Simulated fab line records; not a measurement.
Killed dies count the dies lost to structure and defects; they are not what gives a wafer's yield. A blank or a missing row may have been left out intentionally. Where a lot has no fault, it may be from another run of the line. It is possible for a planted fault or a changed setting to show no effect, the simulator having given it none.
Which tool did it?	flow sky130	14 lots with 42 wafers sampled at 4 steps, on a route of 708 steps

== WHAT EACH GAUGE READ, for each wafer ==
SKY_POLY_GATE_CD_MEAS_13: the cd target is 150 nm. Usual: cd nm reads 149.6 nm (standard deviation 1.5).
lot	measured	on	cd nm (nm)	flag
L486	day 15 23:59	cd sem-01	147.4 146.8 147.7	
L488	day 16 20:33	cd sem-01	150.4 148.6 150.6	
L489	day 17 00:20	cd sem-01	153.1 151.8 151.0	
L490	day 17 17:16	cd sem-01	147.9 147.8 147.3	
L491	day 18 13:40	cd sem-01	151.1 149.5 148.7	
L493	day 19 01:32	cd sem-01	150.4 149.4 151.3	
L494	day 19 19:26	cd sem-02	148.4 147.4 149.6	
L497	day 20 23:19	cd sem-01	152.3 151.6 149.9	
L499	day 21 17:13	cd sem-02	151.8 151.9 151.8	
L502	day 22 07:25	cd sem-02	148.2 147.5 149.3	
L503	day 22 12:01	cd sem-02	149.9 150.9 151.2	
L506	day 23 18:03	cd sem-01	153.0 152.7 153.5	
L507	day 24 01:22	cd sem-02	147.4 148.1 148.6	
L508	day 24 04:09	cd sem-01	148.2 149.4 150.0	

SKY_POLY_GATE_THK_MEAS_21. Usual: POLY_GATE_OXIDATION_THK typically reads 4.00 nm, with standard deviation 0.069.
lot	measured	on	POLY_GATE_OXIDATION_THK (nm)	flag
L486	day 16 02:53	film metro-01	4.00 4.09 4.07	
L488	day 17 00:54	film metro-02	3.85 3.94 3.99	
L489	day 17 03:28	film metro-01	4.15 4.02 4.10	
L490	day 17 19:19	film metro-03	4.15 4.08 3.98	
L491	day 18 15:27	film metro-03	4.05 4.01 4.13	
L493	day 19 05:31	film metro-01	4.05 4.09 4.11	
L494	day 19 22:14	film metro-02	4.03 4.01 4.02	
L497	day 21 01:07	film metro-03	3.91 3.90 3.93	
L499	day 21 19:00	film metro-03	3.99 3.94 3.99	
L502	day 22 10:16	film metro-03	4.00 4.00 3.92	
L503	day 22 13:49	film metro-03	3.96 3.98 3.97	
L506	day 23 19:50	film metro-03	3.92 4.01 4.07	
L507	day 24 03:10	film metro-03	4.04 4.07 4.06	
L508	day 24 05:56	film metro-03	4.06 4.11 4.04	

SKY_POLY_CUT_CD_MEAS_08: the cd target is 270 nm. Usual: cd nm reads 270.0 nm (standard deviation 1.6).
lot	measured	on	cd nm (nm)	flag
L486	day 23 18:43	cd sem-02	271.3 273.1 271.6	
L488	day 24 19:44	cd sem-01	268.1 268.2 268.8	
L489	day 24 21:52	cd sem-02	265.3 266.2 266.3	
L490	day 25 12:14	cd sem-02	269.6 268.6 269.5	
L491	day 26 08:37	cd sem-02	270.5 270.6 271.0	
L493	day 26 22:25	cd sem-01	273.3 270.5 271.4	
L494	day 27 12:47	cd sem-01	271.1 271.5 270.5	
L497	day 28 15:33	cd sem-02	269.6 269.6 268.6	
L499	day 29 05:59	cd sem-02	270.0 269.9 269.1	
L502	day 29 20:01	cd sem-02	271.7 271.8 271.0	
L503	day 30 00:01	cd sem-01	268.8 270.0 271.2	
L506	day 31 03:37	cd sem-01	269.3 269.1 267.5	
L507	day 31 08:48	cd sem-01	268.6 270.3 269.8	
L508	day 31 09:43	cd sem-01	269.3 269.7 267.9	

== WHAT TOOL EACH LOT RAN ON (gives the tool, then ch and the chambers of the sampled wafers, and finally the start) ==
lot	SKY_LDD_LDN_DEVELOP_06
L486	litho track-01 ch 0, day 22 09:31
L488	litho track-01 ch 0, day 23 09:15
L489	litho track-02 ch 0, day 23 12:58
L490	litho track-01 ch 0, day 24 04:03
L491	litho track-01 ch 0, day 24 23:48
L493	litho track-01 ch 0, day 25 14:30
L494	litho track-02 ch 0, day 26 05:35
L497	litho track-03 ch 0, day 27 09:22
L499	litho track-02 ch 0, day 27 23:56
L502	litho track-02 ch 0, day 28 13:58
L503	litho track-02 ch 0, day 28 17:13
L506	litho track-03 ch 0, day 29 20:31
L507	litho track-03 ch 0, day 30 02:22
L508	litho track-01 ch 0, day 30 04:43
- SKY_LDD_LDN_DEVELOP_06: develop time 60 s.

== AS READ BY THE TOOLS THEMSELVES (means over the sampled wafers that have a number; for cases with no such wafer, the mark the record gives instead) ==
SKY_LDD_LDN_DEVELOP_06. Usual: developer temp C reads 22.99 C (standard deviation 0.1).
lot	tool	developer temp C (C)	flag
L486	litho track-01	23.06	
L488	litho track-01	22.93	
L489	litho track-02	23.01	
L490	litho track-01	22.95	
L491	litho track-01	23.02	
L493	litho track-01	23.00	
L494	litho track-02	22.98	
L497	litho track-03	22.85	
L499	litho track-02	22.91	
L502	litho track-02	22.39	OFF
L503	litho track-02	22.00	OFF
L506	litho track-03	22.97	
L507	litho track-03	23.07	
L508	litho track-01	22.91	

== THE ANSWER, worked out from the rows above alone ==
Rule: take the mean of a lot's wafers that have a number; if it is more than 3 standard deviations from the usual mean, the lot is off. Also off: a lot with no number at a reading for which 4 or more lots have one. All remaining lots with rows at the step are treated as sound. After the gauges, taken in route order, come the tools' own readings; for these a lot's mean is taken, as printed above. At the first step where some lot is off, the reading lying furthest off is the one used; lots without a number count as furthest.
Off, at SKY_LDD_LDN_DEVELOP_06 on developer temp C: L502, L503.
If a tool, at that step or one of the process steps before it, ran each lot that is off and ran no sound lot following the first of them, it fits. One candidate fits, namely litho track-02 at SKY_LDD_LDN_DEVELOP_06. A fault onset in the window from L499 (day 27 23:56, its last sound lot) to L502 (day 28 13:58, its first lot off) fits.
On the lots that are off, the tool's own readings at SKY_LDD_LDN_DEVELOP_06 differ by more than 5 times the standard deviation of the sound lots' means, which bears it out; developer temp C reads 22.20 C there versus 22.97 C on the sound lots.

== WHAT THE SIMULATOR HAD INSERTED ==
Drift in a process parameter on litho track-02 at SKY_LDD_LDN_DEVELOP_06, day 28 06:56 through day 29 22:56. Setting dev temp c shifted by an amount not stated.
Shown lots that were struck: L502, L503. This agrees with what the rule above found.
